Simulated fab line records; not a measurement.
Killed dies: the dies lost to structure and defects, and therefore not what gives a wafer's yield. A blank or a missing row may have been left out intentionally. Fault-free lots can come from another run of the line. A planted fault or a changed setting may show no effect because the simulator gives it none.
Matching of chambers | flow gf180mcu | 3 sister chambers for GF_STI_WET_ETCH_17 on wetBench-02
The step etches Si3N4 in H3PO4, target depth 45 nm, time 514 s. 3 wafers are shown with their chamber, then 7 later ones without.

== WAFERS, EACH WITH ITS CHAMBER ==
wafer  | chamber | runLengthS (s)
L733.4 | 3       | 541
L736.6 | 1       | 539
L737.3 | 0       | 540

== WAFERS WITH NO CHAMBER GIVEN ==
wafer  | runLengthS (s)
L737.6 | 540
L738.2 | 539
L738.4 | 539
L738.5 | 539
L739.3 | 542
L739.5 | 542
L739.6 | 542

== EACH ONE'S CHAMBER ==
wafer  | from the rows above          | in truth
L737.6 | can't be placed: 0 or 1 or 3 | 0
L738.2 | can't be placed: 1 or 0      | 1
L738.4 | can't be placed: 1 or 0      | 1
L738.5 | can't be placed: 1 or 0      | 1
L739.3 | can't be placed: 3 or 0      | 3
L739.5 | can't be placed: 3 or 0      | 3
L739.6 | can't be placed: 3 or 0      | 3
Correct placement for 0 of the 7. Unplaceable from these rows: 7, with the true chamber sitting among the candidates in 7. Placed wrongly: 0.
How it was worked out, from the rows above alone: a wafer's distance from a chamber is the root of the sum, over the readings, of the square of ((its reading less the chamber's mean) divided by the reading's scatter). If the next closest chamber is less than 2 further off than the closest, the wafer can't be placed; otherwise it belongs to the closest. The mean given for a chamber averages the wafers shown for that chamber. The scatter: root of mean squared gap, hidden wafer to nearest shown wafer, with one shown wafer a chamber.
